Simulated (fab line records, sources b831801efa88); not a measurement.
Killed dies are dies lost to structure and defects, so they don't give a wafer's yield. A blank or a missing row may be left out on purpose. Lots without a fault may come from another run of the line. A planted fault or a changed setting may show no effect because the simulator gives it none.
Which tool did it? | flow sky130 | 14 lots, 42 wafers sampled, at 4 steps of a route of 708

WHAT THE GAUGES READ, wafer by wafer
SKY_VT_ADJUST_NCORE_CD_MEAS_07: target cd 380 nm.
lot  | measured     | on        | cd_nm (nm)
L560 | day 8 15:58  | cd_sem-01 | 380.0 380.2 380.0
L562 | day 9 04:37  | cd_sem-02 | 382.4 380.3 381.7
L564 | day 9 21:42  | cd_sem-01 | 384.7 381.9 380.8
L565 | day 10 05:38 | cd_sem-01 | 383.1 383.4 381.9
L566 | day 10 07:15 | cd_sem-02 | 378.8 379.3 377.9
L567 | day 10 17:38 | cd_sem-01 | 380.3 381.6 381.1
L574 | day 12 18:42 | cd_sem-01 | - - -
L575 | day 13 09:56 | cd_sem-02 | - - -
L578 | day 13 23:23 | cd_sem-02 | 377.1 375.3 377.0
L579 | day 14 11:17 | cd_sem-02 | 381.9 383.2 384.1
L580 | day 14 18:02 | cd_sem-01 | 374.7 370.9 378.8
L581 | day 14 23:41 | cd_sem-02 | 380.0 379.0 378.5
L582 | day 15 03:16 | cd_sem-01 | 374.3 375.5 375.7
L583 | day 15 11:46 | cd_sem-01 | 376.6 376.8 376.9

SKY_VT_ADJUST_HVTR_TW_MEAS_11.
lot  | measured     | on            | VT_ADJUST_HVTR_TW
L560 | day 9 14:04  | film_metro-02 | 212.3 210.9 211.2
L562 | day 10 03:28 | film_metro-02 | 210.5 211.4 208.8
L564 | day 10 21:07 | film_metro-03 | 206.6 207.2 208.2
L565 | day 11 05:41 | film_metro-03 | 206.7 207.1 207.9
L566 | day 11 06:37 | film_metro-02 | 210.5 211.4 209.2
L567 | day 11 18:08 | film_metro-01 | 210.4 209.3 209.5
L574 | day 13 20:11 | film_metro-01 | 263.6 264.6 262.9
L575 | day 14 12:20 | film_metro-01 | 262.4 261.9 261.5
L578 | day 15 01:58 | film_metro-03 | 206.7 206.9 205.3
L579 | day 15 14:02 | film_metro-01 | 210.7 211.0 212.0
L580 | day 15 21:58 | film_metro-03 | 208.1 207.3 205.7
L581 | day 16 04:13 | film_metro-01 | 210.7 210.8 210.9
L582 | day 16 08:16 | film_metro-03 | 206.2 207.4 206.8
L583 | day 16 17:17 | film_metro-02 | 210.5 212.3 211.6

SKY_VT_ADJUST_PCH_TW_MEAS_10.
lot  | measured     | on            | VT_ADJUST_PCH_TW
L560 | day 10 12:38 | film_metro-03 | 140.9 140.6 140.6
L562 | day 11 02:17 | film_metro-03 | 140.6 140.8 140.6
L564 | day 11 21:29 | film_metro-03 | 140.6 140.1 140.7
L565 | day 12 05:32 | film_metro-04 | 144.9 144.8 144.5
L566 | day 12 05:51 | film_metro-04 | 144.7 145.0 144.9
L567 | day 12 17:58 | film_metro-03 | 139.9 140.6 140.2
L574 | day 14 22:41 | film_metro-04 | 234.8 234.5 235.2
L575 | day 15 15:22 | film_metro-02 | 230.3 229.8 230.6
L578 | day 16 06:25 | film_metro-02 | 143.3 143.2 143.0
L579 | day 16 18:04 | film_metro-02 | 143.1 142.6 142.2
L580 | day 17 01:22 | film_metro-04 | 144.7 143.8 144.3
L581 | day 17 09:31 | film_metro-02 | 142.6 141.8 142.4
L582 | day 17 13:54 | film_metro-04 | 143.4 143.5 143.8
L583 | day 17 22:57 | film_metro-02 | 141.7 141.8 142.3

WHICH TOOL RAN EACH LOT (tool, then ch and the chambers of the sampled wafers, then the start)
lot  | SKY_VT_ADJUST_NCORE_COAT_02
L560 | litho_track-02 ch 0, day 8 04:49
L562 | litho_track-03 ch 0, day 8 18:05
L564 | litho_track-03 ch 0, day 9 10:42
L565 | litho_track-01 ch 0, day 9 17:47
L566 | litho_track-01 ch 0, day 9 19:34
L567 | litho_track-01 ch 0, day 10 06:14
L574 | litho_track-02, day 12 06:23
L575 | litho_track-03, day 12 21:27
L578 | litho_track-03 ch 0, day 13 10:48
L579 | litho_track-03 ch 0, day 13 21:24
L580 | litho_track-03 ch 0, day 14 03:54
L581 | litho_track-02 ch 0, day 14 10:59
L582 | litho_track-02 ch 0, day 14 14:58
L583 | litho_track-01 ch 0, day 14 21:55
- SKY_VT_ADJUST_NCORE_COAT_02: resist thk 1140 nm.

WHAT THE TOOLS THEMSELVES READ (means of the sampled wafers that have a number; where no wafer has one, the mark that the record gives instead)
SKY_VT_ADJUST_NCORE_COAT_02.
lot  | tool           | chill_plate_temp_C (C) | dispense_pressure_kPa (kPa) | exhaust_pa (Pa)
L560 | litho_track-02 | 22.93                  | 49.5                        | 45.0
L562 | litho_track-03 | 22.97                  | 51.0                        | 45.3
L564 | litho_track-03 | 23.07                  | 51.1                        | 45.2
L565 | litho_track-01 | 22.99                  | 53.7                        | 44.1
L566 | litho_track-01 | 22.91                  | 53.7                        | 45.8
L567 | litho_track-01 | 23.00                  | 53.8                        | 44.5
L574 | litho_track-02 | -                      | -                           | -
L575 | litho_track-03 | -                      | -                           | -
L578 | litho_track-03 | 22.91                  | 51.0                        | 45.2
L579 | litho_track-03 | 22.98                  | 51.0                        | 44.9
L580 | litho_track-03 | 23.06                  | 51.0                        | 45.1
L581 | litho_track-02 | 22.98                  | 49.5                        | 44.4
L582 | litho_track-02 | 23.05                  | 49.5                        | 45.3
L583 | litho_track-01 | 23.10                  | 53.8                        | 44.8

THE ANSWER, worked out from the rows above alone
Rule: what is usual is taken from the lots themselves. Put in order of their means at a reading, lots are off if they are a third of the lots or fewer, leave a main group of 4 or more, and stand apart from it by a gap of 3 or more times the standard deviation of the main group's means; of several such gaps the widest counts. A main group whose means are all the same, to the digits that the tables above print for the reading, isn't used. A lot without any number at a reading at which 4 lots or more have one is off too. The other lots that the step has rows for count as sound. The gauges are gone through in route order, then the tools' own readings, and for those a lot's mean is taken as printed above. The first step at which some lot is off is used, and at that step the reading that is off furthest; a lot without a number counts as furthest.
Off: L574, L575, at SKY_VT_ADJUST_NCORE_CD_MEAS_07 (cd_nm). Without a number there: L574, L575. The main group: mean 379.3 nm, standard deviation 2.8.
A tool fits if, at a process step before that reading, it ran every lot that is off, and no sound lot after the first of them. The gauges at SKY_VT_ADJUST_NCORE_CD_MEAS_07 aren't tried: what is off there is off at SKY_VT_ADJUST_HVTR_TW_MEAS_11 too, on other tools, and a gauge's error can't cause that. None of those tried fits.

WHAT THE SIMULATOR HAD PUT IN
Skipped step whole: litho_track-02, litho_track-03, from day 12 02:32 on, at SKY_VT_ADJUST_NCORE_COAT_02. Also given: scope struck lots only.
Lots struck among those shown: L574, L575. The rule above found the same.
